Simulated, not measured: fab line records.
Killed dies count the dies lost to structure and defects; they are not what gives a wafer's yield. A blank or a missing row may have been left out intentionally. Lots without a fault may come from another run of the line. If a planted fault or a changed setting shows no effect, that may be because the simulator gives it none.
Which of the tools did it? + flow sfq-line + 15 lots with 43 wafers sampled at 7 steps, on a route of 325 steps

== WHAT THE GAUGES READ, wafer by wafer ==
SFQ_L0_RS_MEAS_901: measurement is done with a four-point probe.
| lot  | measured    | on            | L0_MONX_KI_RS (ohm/sq)        |
|------|-------------|---------------|-------------------------------|
| L562 | day 1 12:35 | film-metro-04 | 43.5 43.7 43.5                |
| L565 | day 2 03:34 | film-metro-02 | 42.9 42.9 43.1                |
| L566 | day 2 08:35 | film-metro-02 | 43.9 43.7 43.8                |
| L567 | day 2 13:37 | film-metro-02 | 43.5 42.9 43.6                |
| L568 | day 2 18:36 | film-metro-02 | 43.8 43.4 43.4                |
| L569 | day 2 23:34 | film-metro-01 | 42.8 43.4 43.9                |
| L570 | day 3 04:34 | film-metro-02 | 42.9 42.9 43.4                |
| L571 | day 3 09:34 | film-metro-01 | 42.9 43.7 43.4                |
| L573 | day 3 19:37 | film-metro-01 | 29.5 29.6 29.5 29.6           |
| L574 | day 4 00:35 | film-metro-04 | 43.4 43.6 43.6                |
| L575 | day 4 05:34 | film-metro-04 | 43.9 29.7 43.8 29.7           |
| L577 | day 4 15:36 | film-metro-02 | 43.5 29.3 43.4 43.4 29.3 43.4 |
| L581 | day 5 11:35 | film-metro-02 | 42.7 43.2 43.6                |
| L582 | day 5 16:35 | film-metro-04 | 43.9 44.5 43.7                |
| L585 | day 6 07:35 | film-metro-04 | 42.6 42.9 42.6                |

SFQ_L0_THK_MEAS_902: measures by xrf.
| lot  | measured    | on            | L0_MONX_KI_THK (nm)           |
|------|-------------|---------------|-------------------------------|
| L562 | day 1 12:41 | film-metro-04 | 40.6 40.4 40.6                |
| L565 | day 2 03:41 | film-metro-02 | 41.2 41.3 41.1                |
| L566 | day 2 08:41 | film-metro-02 | 40.5 40.6 40.4                |
| L567 | day 2 13:43 | film-metro-02 | 40.8 41.2 40.7                |
| L568 | day 2 18:42 | film-metro-02 | 40.6 40.9 40.8                |
| L569 | day 2 23:41 | film-metro-01 | 41.3 40.4 40.0                |
| L570 | day 3 04:41 | film-metro-02 | 41.3 41.2 40.8                |
| L571 | day 3 09:41 | film-metro-01 | 41.2 40.5 40.8                |
| L573 | day 3 22:25 | film-metro-01 | 59.4 59.9 59.9 59.8           |
| L574 | day 4 00:41 | film-metro-04 | 40.7 40.5 40.5                |
| L575 | day 4 08:10 | film-metro-04 | 40.3 59.4 40.5 59.6           |
| L577 | day 4 20:40 | film-metro-02 | 40.6 60.4 40.7 40.6 60.4 40.4 |
| L581 | day 5 11:41 | film-metro-02 | 41.5 40.8 40.8                |
| L582 | day 5 16:41 | film-metro-04 | 40.2 39.6 40.4                |
| L585 | day 6 07:41 | film-metro-04 | 41.6 41.5 41.7                |

SFQ_M3_OVL_MEAS_921.
| lot  | measured     | on         | M3_OVL (nm) |
|------|--------------|------------|-------------|
| L562 | day 29 17:03 | overlay-02 | -3 0 4      |
| L565 | day 30 11:28 | overlay-01 | -4 -5 -9    |
| L566 | day 30 19:52 | overlay-02 | -2 8 8      |
| L567 | day 31 08:29 | overlay-01 | -4 -1 -4    |
| L568 | day 31 13:17 | overlay-01 | -7 -5 -8    |
| L569 | day 33 14:58 | overlay-01 | 0 6 -6      |
| L570 | day 33 16:10 | overlay-02 | -2 -2 -7    |
| L571 | day 38 20:35 | overlay-01 | 0 1 0       |
| L573 | day 39 03:21 | overlay-02 | 4 3         |
| L574 | day 44 05:52 | overlay-02 | -10 -4 -3   |
| L575 | day 44 07:03 | overlay-01 | 0 -1        |
| L577 | day 44 14:16 | overlay-01 | -2 3 0      |
| L581 | day 44 21:28 | overlay-02 | -5 -2 -4    |
| L582 | day 44 22:40 | overlay-02 | -1 -3 1     |
| L585 | day 45 05:52 | overlay-01 | 1 -4 -2     |

== TOOL THAT RAN EACH LOT (tool first, then ch and the chambers of the sampled wafers, then the start) ==
| lot  | SFQ_TRILAYER_L0_DEP_SPUTTER_003 | SFQ_TRILAYER_L0_ETCH_METAL_ETCH_008 | SFQ_TRILAYER_L0_STRIP_STRIP_009  | SFQ_TRILAYER_I0_VIA_BARC_OPEN_VIA_ETCH_046 |
|------|---------------------------------|-------------------------------------|----------------------------------|--------------------------------------------|
| L562 | pvd-sputter-06, day 1 12:29     | rie-metal-03 ch 0,1, day 2 10:26    | rie-metal-03 ch 0,1, day 2 10:29 | rie-diel-03 ch 0,2, day 13 18:10           |
| L565 | pvd-sputter-06, day 2 03:29     | rie-metal-01 ch 0,1, day 4 16:01    | rie-metal-01 ch 0,1, day 4 16:04 | rie-diel-02 ch 0,1, day 17 02:35           |
| L566 | pvd-sputter-05, day 2 08:29     | rie-metal-02 ch 0,1, day 5 05:34    | rie-metal-02 ch 0,1, day 5 05:36 | rie-diel-03 ch 0,2, day 17 13:31           |
| L567 | pvd-sputter-03, day 2 13:29     | rie-metal-02 ch 0, day 5 11:40      | rie-metal-02 ch 0, day 5 12:19   | rie-diel-04 ch 1,2, day 17 21:56           |
| L568 | pvd-sputter-03, day 2 18:29     | rie-metal-02 ch 0, day 5 16:27      | rie-metal-02 ch 0, day 5 16:55   | rie-diel-02 ch 1,2, day 17 23:07           |
| L569 | pvd-sputter-03, day 2 23:29     | rie-metal-01 ch 0,1, day 5 22:22    | rie-metal-01 ch 0,1, day 5 22:24 | rie-diel-03 ch 0,2,3, day 18 01:31         |
| L570 | pvd-sputter-05, day 3 04:29     | rie-metal-01 ch 0,1, day 6 04:22    | rie-metal-01 ch 0,1, day 6 04:24 | rie-diel-04 ch 2,3, day 18 03:54           |
| L571 | pvd-sputter-03, day 3 09:29     | rie-metal-01 ch 0,1, day 6 10:22    | rie-metal-01 ch 0,1, day 6 10:24 | rie-diel-04 ch 1,2,3, day 18 08:42         |
| L573 | pvd-sputter-03, day 3 19:29     | rie-metal-01 ch 0,1, day 7 01:57    | rie-metal-01 ch 0,1, day 7 02:11 | rie-diel-03 ch 0,2, day 18 13:30           |
| L574 | pvd-sputter-05, day 4 00:29     | rie-metal-01 ch 0, day 7 07:56      | rie-metal-01 ch 0, day 7 07:59   | rie-diel-02 ch 1,2,3, day 18 15:54         |
| L575 | pvd-sputter-03, day 4 05:29     | rie-metal-01 ch 0,1, day 7 13:56    | rie-metal-01 ch 0,1, day 7 13:59 | rie-diel-04 ch 1,3, day 18 17:06           |
| L577 | pvd-sputter-03, day 4 15:29     | rie-metal-01 ch 0,1, day 8 07:00    | rie-metal-01 ch 0,1, day 8 07:14 | rie-diel-02 ch 1,2,3, day 18 21:54         |
| L581 | pvd-sputter-05, day 5 11:29     | rie-metal-02 ch 0,1, day 9 03:23    | rie-metal-02 ch 0,1, day 9 03:26 | rie-diel-02 ch 1,3, day 19 07:30           |
| L582 | pvd-sputter-06, day 5 16:29     | rie-metal-01 ch 1, day 9 08:11      | rie-metal-01 ch 1, day 9 08:14   | rie-diel-04 ch 2,3, day 19 09:54           |
| L585 | pvd-sputter-05, day 6 07:29     | rie-metal-02 ch 1, day 10 06:59     | rie-metal-02 ch 1, day 10 07:02  | rie-diel-04 ch 0,1, day 20 07:30           |
- SFQ_TRILAYER_L0_DEP_SPUTTER_003: material MoNx KI, target thk 40 nm, time 100 s.
- SFQ_TRILAYER_L0_ETCH_METAL_ETCH_008: etches MoNx KI in SF6/O2, stops on SiO2, target depth 50 nm, time 25 s.
- SFQ_TRILAYER_L0_STRIP_STRIP_009: strips in O2.
- SFQ_TRILAYER_I0_VIA_BARC_OPEN_VIA_ETCH_046: etches BARC in O2, target depth 125 nm, time 41.7 s.

== AS READ BY THE TOOLS THEMSELVES (means over the sampled wafers that have a number; for cases with no such wafer, the mark the record gives instead) ==
SFQ_TRILAYER_L0_DEP_SPUTTER_003.
| lot  | tool           | chamber-pressure-pa (Pa) | throttle-valve-pct (%) |
|------|----------------|--------------------------|------------------------|
| L562 | pvd-sputter-06 | 0.4006                   | 28.7                   |
| L565 | pvd-sputter-06 | 0.3998                   | 29.1                   |
| L566 | pvd-sputter-05 | 0.3999                   | 29.7                   |
| L567 | pvd-sputter-03 | 0.3993                   | 28.8                   |
| L568 | pvd-sputter-03 | 0.4001                   | 30.2                   |
| L569 | pvd-sputter-03 | 0.4005                   | 30.9                   |
| L570 | pvd-sputter-05 | 0.4000                   | 30.4                   |
| L571 | pvd-sputter-03 | 0.4001                   | 30.3                   |
| L573 | pvd-sputter-03 | 0.4003                   | 30.8                   |
| L574 | pvd-sputter-05 | 0.3998                   | 29.8                   |
| L575 | pvd-sputter-03 | 0.3992                   | 30.2                   |
| L577 | pvd-sputter-03 | 0.4004                   | 31.8                   |
| L581 | pvd-sputter-05 | 0.4003                   | 30.4                   |
| L582 | pvd-sputter-06 | 0.4009                   | 29.6                   |
| L585 | pvd-sputter-05 | 0.4012                   | 29.7                   |

SFQ_TRILAYER_L0_ETCH_METAL_ETCH_008.
| lot  | tool         | drypump-motor-current-A (A) | he-backside-leak-sccm (sccm) | oes-product-au (a.u.) |
|------|--------------|-----------------------------|------------------------------|-----------------------|
| L562 | rie-metal-03 | 5.8                         | 3.27                         | 0.873                 |
| L565 | rie-metal-01 | 5.7                         | 3.39                         | 0.879                 |
| L566 | rie-metal-02 | 6.1                         | 3.45                         | 0.871                 |
| L567 | rie-metal-02 | 6.5                         | 3.41                         | 0.880                 |
| L568 | rie-metal-02 | 6.5                         | 3.42                         | 0.870                 |
| L569 | rie-metal-01 | 5.8                         | 3.43                         | 0.872                 |
| L570 | rie-metal-01 | 5.8                         | 3.25                         | 0.878                 |
| L571 | rie-metal-01 | 5.8                         | 3.49                         | 0.874                 |
| L573 | rie-metal-01 | 5.8                         | 3.46                         | 0.994                 |
| L574 | rie-metal-01 | 5.7                         | 3.53                         | 0.875                 |
| L575 | rie-metal-01 | 5.8                         | 3.39                         | 0.927                 |
| L577 | rie-metal-01 | 5.8                         | 3.64                         | 0.914                 |
| L581 | rie-metal-02 | 5.6                         | 3.27                         | 0.878                 |
| L582 | rie-metal-01 | 5.8                         | 3.19                         | 0.863                 |
| L585 | rie-metal-02 | 5.2                         | 3.36                         | 0.882                 |

SFQ_TRILAYER_L0_STRIP_STRIP_009.
| lot  | tool         | drypump-motor-current-A (A) | he-backside-leak-sccm (sccm) | oes-product-au (a.u.) |
|------|--------------|-----------------------------|------------------------------|-----------------------|
| L562 | rie-metal-03 | 5.8                         | 3.37                         | 1.006                 |
| L565 | rie-metal-01 | 5.7                         | 3.32                         | 0.987                 |
| L566 | rie-metal-02 | 6.1                         | 3.51                         | 0.999                 |
| L567 | rie-metal-02 | 6.5                         | 3.47                         | 1.005                 |
| L568 | rie-metal-02 | 6.5                         | 3.41                         | 0.999                 |
| L569 | rie-metal-01 | 5.8                         | 3.31                         | 0.984                 |
| L570 | rie-metal-01 | 5.7                         | 3.18                         | 0.992                 |
| L571 | rie-metal-01 | 5.8                         | 3.25                         | 0.994                 |
| L573 | rie-metal-01 | 5.8                         | 3.48                         | 1.003                 |
| L574 | rie-metal-01 | 5.8                         | 3.51                         | 0.990                 |
| L575 | rie-metal-01 | 5.8                         | 3.30                         | 0.998                 |
| L577 | rie-metal-01 | 5.7                         | 3.35                         | 0.990                 |
| L581 | rie-metal-02 | 5.6                         | 3.36                         | 1.001                 |
| L582 | rie-metal-01 | 5.7                         | 3.26                         | 0.992                 |
| L585 | rie-metal-02 | 5.2                         | 3.37                         | 0.998                 |

SFQ_TRILAYER_I0_VIA_BARC_OPEN_VIA_ETCH_046.
| lot  | tool        | drypump-motor-current-A (A) | oes-product-au (a.u.) |
|------|-------------|-----------------------------|-----------------------|
| L562 | rie-diel-03 | 6.4                         | 0.680                 |
| L565 | rie-diel-02 | 5.7                         | 0.685                 |
| L566 | rie-diel-03 | 6.4                         | 0.682                 |
| L567 | rie-diel-04 | 5.6                         | 0.686                 |
| L568 | rie-diel-02 | 5.4                         | 0.690                 |
| L569 | rie-diel-03 | 6.0                         | 0.685                 |
| L570 | rie-diel-04 | 5.7                         | 0.684                 |
| L571 | rie-diel-04 | 5.7                         | 0.683                 |
| L573 | rie-diel-03 | 6.3                         | 0.683                 |
| L574 | rie-diel-02 | 5.7                         | 0.685                 |
| L575 | rie-diel-04 | 5.5                         | 0.688                 |
| L577 | rie-diel-02 | 5.7                         | 0.686                 |
| L581 | rie-diel-02 | 5.7                         | 0.689                 |
| L582 | rie-diel-04 | 5.9                         | 0.686                 |
| L585 | rie-diel-04 | 5.9                         | 0.684                 |

== THE ANSWER, worked out from the rows above alone ==
Rule: the lots themselves supply what counts as usual. Put in order of their means at a reading, lots are off if they are a third of the lots or fewer, leave a main group of 4 or more, and stand apart from it by a gap of 3 or more times the standard deviation of the main group's means; of several such gaps the widest counts. Not used: any main group whose means are identical at the precision the tables above print for the reading. A lot without any number at a reading at which 4 lots or more have one is off too. The other lots that the step has rows for count as sound. The gauges are gone through in route order, then the tools' own readings, and for those a lot's mean is taken as printed above. At the first step where some lot is off, the reading lying furthest off is the one used; lots without a number count as furthest.
Off: L573, L575, L577, at SFQ_L0_RS_MEAS_901 (L0_MONX_KI_RS). For the main group the mean is 43.4 ohm/sq and the standard deviation 0.35.
If a tool, at a process step before that reading, ran all the lots that are off and no sound lot after the first of them, it fits. Not tried: the gauges at SFQ_L0_RS_MEAS_901; whatever is off there is also off at SFQ_TRILAYER_L0_ETCH_METAL_ETCH_008, on other tools, and gauge error can't account for it. One fits: SFQ_TRILAYER_L0_DEP_SPUTTER_003 on pvd-sputter-03. Its last sound lot is L571 (day 3 09:29), its first lot that is off L573 (day 3 19:29): a fault that began between those two fits.

== WHAT THE SIMULATOR HAD PUT IN ==
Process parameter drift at SFQ_TRILAYER_L0_DEP_SPUTTER_003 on pvd-sputter-03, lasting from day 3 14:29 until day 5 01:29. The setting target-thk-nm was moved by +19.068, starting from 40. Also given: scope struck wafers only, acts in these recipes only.
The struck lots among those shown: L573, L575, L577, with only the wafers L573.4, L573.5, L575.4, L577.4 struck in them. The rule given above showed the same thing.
